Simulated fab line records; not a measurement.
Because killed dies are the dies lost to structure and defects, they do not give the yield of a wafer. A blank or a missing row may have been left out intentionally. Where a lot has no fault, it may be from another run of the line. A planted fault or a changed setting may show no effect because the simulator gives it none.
Which tool did it? | flow gf180mcu | 11 lots with 33 wafers sampled at 6 steps, on a route of 602 steps

## WHAT THE GAUGES SHOWED, per wafer
GF_V1_THK_MEAS_01.
lot  | measured     | on            | V1_CVD_00_THK (nm)
L385 | day 16 11:16 | film metro-01 | 608 615 606
L386 | day 16 18:16 | film metro-04 | 606 604 607
L388 | day 17 20:32 | film metro-01 | 599 602 600
L387 | day 17 22:02 | film metro-01 | 597 599 591
L390 | day 18 17:05 | film metro-04 | 602 596 596
L391 | day 18 23:13 | film metro-03 | 602 611 599
L392 | day 19 17:52 | film metro-01 | 604 601 600
L393 | day 19 21:07 | film metro-03 | 600 605 600
L398 | day 21 16:37 | film metro-01 | 604 601 594
L399 | day 21 18:26 | film metro-01 | 604 595 599
L404 | day 23 13:43 | film metro-01 | 598 600 599

GF_M2_RS_MEAS_05: measurement is done with a four-point probe.
lot  | measured     | on            | M2_ALCU_RS (ohm/sq)
L385 | day 17 12:09 | film metro-01 | 0.0689 0.0691 0.0690
L386 | day 17 18:36 | film metro-02 | 0.0689 0.0687 0.0684
L388 | day 18 23:40 | film metro-02 | 0.0683 0.0693 0.0697
L387 | day 19 00:34 | film metro-01 | 0.0700 0.0695 0.0706
L390 | day 19 19:02 | film metro-01 | 0.0688 0.0688 0.0693
L391 | day 20 00:21 | film metro-02 | 0.0703 0.0704 0.0696
L392 | day 20 17:55 | film metro-02 | 0.0700 0.0696 0.0698
L393 | day 20 22:40 | film metro-02 | 0.0709 0.0697 0.0708
L398 | day 22 19:12 | film metro-04 | 0.0695 0.0698 0.0690
L399 | day 22 20:46 | film metro-01 | 0.0601 0.0605 0.0607
L404 | day 24 14:25 | film metro-01 | 0.0606 0.0605 0.0602

GF_M2_THK_MEAS_06: measures by xrf.
lot  | measured     | on            | M2_ALCU_THK (nm)
L385 | day 17 12:16 | film metro-01 | 458 456 457
L386 | day 17 18:43 | film metro-02 | 460 461 463
L388 | day 18 23:46 | film metro-02 | 465 457 455
L387 | day 19 00:41 | film metro-01 | 450 451 445
L390 | day 19 19:09 | film metro-01 | 456 456 453
L391 | day 20 00:28 | film metro-02 | 451 451 459
L392 | day 20 18:01 | film metro-02 | 456 459 455
L393 | day 20 22:47 | film metro-02 | 448 455 448
L398 | day 22 19:19 | film metro-04 | 455 454 458
L399 | day 22 20:52 | film metro-01 | 522 519 516
L404 | day 24 14:32 | film metro-01 | 519 515 518

## WHICH TOOL RAN EACH LOT (tool, then ch and the chambers of the sampled wafers, then the start)
lot  | GF_M1_METAL_ETCH_16               | GF_V1_CVD_02                    | GF_M2_SPUTTER_02
L385 | rie metal-04 ch 0,1, day 16 10:30 | pecvd-01 ch 0,1,2, day 16 11:20 | pvd sputter-03, day 17 12:04
L386 | rie metal-04 ch 0,1, day 16 17:30 | pecvd-04 ch 1,2, day 16 18:19   | pvd sputter-03, day 17 18:31
L388 | rie metal-02 ch 0,1, day 17 19:46 | pecvd-01 ch 1,2, day 17 20:35   | pvd sputter-02, day 18 23:33
L387 | rie metal-02 ch 0,1, day 17 21:18 | pecvd-04 ch 0,1,2, day 17 22:05 | pvd sputter-02, day 19 00:28
L390 | rie metal-03 ch 0,1, day 18 16:21 | pecvd-03 ch 1,2, day 18 17:08   | pvd sputter-03, day 19 18:56
L391 | rie metal-04 ch 1, day 18 22:23   | pecvd-04 ch 1,2, day 18 23:16   | pvd sputter-04, day 20 00:14
L392 | rie metal-03 ch 0,1, day 19 17:05 | pecvd-01 ch 0,2, day 19 17:55   | pvd sputter-03, day 20 17:48
L393 | rie metal-03 ch 0,1, day 19 20:20 | pecvd-03 ch 0,1,2, day 19 21:10 | pvd sputter-02, day 20 22:35
L398 | rie metal-03 ch 1, day 21 15:44   | pecvd-01 ch 0,2, day 21 16:40   | pvd sputter-03, day 22 19:07
L399 | rie metal-02 ch 0, day 21 17:20   | pecvd-01 ch 0,2, day 21 18:29   | pvd sputter-03, day 22 20:39
L404 | rie metal-02 ch 0,1, day 23 12:56 | pecvd-01 ch 0,1,2, day 23 13:47 | pvd sputter-03, day 24 14:19
- GF_M1_METAL_ETCH_16: etches the open film in Cl2/BCl3, stops on SiO2, target depth 750.8 nm, time 125.1 s.
- GF_V1_CVD_02: deposits SiO2 from TEOS, target thk 850 nm, time 94.851 s.
- GF_M2_SPUTTER_02: material AlCu, target thk 450 nm, time 23.9 s.

## WHAT THE TOOLS THEMSELVES READ (means of the sampled wafers that have a number; where no wafer has one, the mark that the record gives instead)
GF_M1_METAL_ETCH_16.
lot  | tool         | chamber pressure mTorr (mTorr) | drypump motor current A (A) | oes product au (a.u.) | throttle valve pct (%)
L385 | rie metal-04 | 7.998                          | 6.34                        | 0.990                 | 28.233
L386 | rie metal-04 | 8.005                          | 6.34                        | 0.993                 | 28.231
L388 | rie metal-02 | 7.999                          | 5.76                        | 0.988                 | 28.226
L387 | rie metal-02 | 8.005                          | 5.79                        | 0.981                 | 28.238
L390 | rie metal-03 | 8.008                          | 5.83                        | 0.990                 | 28.228
L391 | rie metal-04 | 8.003                          | 6.34                        | 0.993                 | 28.221
L392 | rie metal-03 | 7.990                          | 5.92                        | 0.989                 | 28.236
L393 | rie metal-03 | 8.002                          | 5.88                        | 0.993                 | 28.231
L398 | rie metal-03 | 8.001                          | 5.78                        | 0.989                 | 28.244
L399 | rie metal-02 | 8.005                          | 5.73                        | 0.989                 | 28.229
L404 | rie metal-02 | 7.997                          | 5.80                        | 0.982                 | 28.236

GF_V1_CVD_02.
lot  | tool     | heater power w (W)
L385 | pecvd-01 | 594
L386 | pecvd-04 | 736
L388 | pecvd-01 | 669
L387 | pecvd-04 | 688
L390 | pecvd-03 | 673
L391 | pecvd-04 | 719
L392 | pecvd-01 | 618
L393 | pecvd-03 | 654
L398 | pecvd-01 | 612
L399 | pecvd-01 | 574
L404 | pecvd-01 | 657

GF_M2_SPUTTER_02.
lot  | tool           | cathode dc power W (W) | throttle valve pct (%)
L385 | pvd sputter-03 | 10598                  | 30.8
L386 | pvd sputter-03 | 10599                  | 31.1
L388 | pvd sputter-02 | 10598                  | 30.1
L387 | pvd sputter-02 | 10599                  | 28.8
L390 | pvd sputter-03 | 10602                  | 31.0
L391 | pvd sputter-04 | 10601                  | 30.5
L392 | pvd sputter-03 | 10600                  | 30.3
L393 | pvd sputter-02 | 10599                  | 29.8
L398 | pvd sputter-03 | 10600                  | 30.9
L399 | pvd sputter-03 | 12130                  | 30.6
L404 | pvd sputter-03 | 12128                  | 31.4

## THE ANSWER, worked out from the rows above alone
Rule: the lots themselves supply what counts as usual. The widest of any qualifying gaps counts: lots, ordered by their means at a reading, are off when they make up no more than a third of the lots, leave a main group of 4 or more, and stand apart from it by 3 or more times the standard deviation of that group's means. A main group whose means are all the same, to the digits that the tables above print for the reading, isn't used. Also off: a lot with no number at a reading for which 4 or more lots have one. All remaining lots with rows at the step are treated as sound. First the gauges in route order, then the tools' own readings, where a lot's mean is used as printed above. The first step at which some lot is off is used, and at that step the reading that is off furthest; a lot without a number counts as furthest.
Off: L399, L404, at GF_M2_RS_MEAS_05 (M2_ALCU_RS). The main group: mean 0.0695 ohm/sq, standard deviation 0.00058.
A tool fits if, at a process step before that reading, it ran every lot that is off, and no sound lot after the first of them. The gauges at GF_M2_RS_MEAS_05 aren't tried: what is off there is off at GF_M2_SPUTTER_02 too, on other tools, and a gauge's error can't cause that. Can't be told from this: 3 tools fit, rie metal-02 at GF_M1_METAL_ETCH_16, pecvd-01 at GF_V1_CVD_02, pvd sputter-03 at GF_M2_SPUTTER_02.

## WHAT HAD BEEN PUT IN BY THE SIMULATOR
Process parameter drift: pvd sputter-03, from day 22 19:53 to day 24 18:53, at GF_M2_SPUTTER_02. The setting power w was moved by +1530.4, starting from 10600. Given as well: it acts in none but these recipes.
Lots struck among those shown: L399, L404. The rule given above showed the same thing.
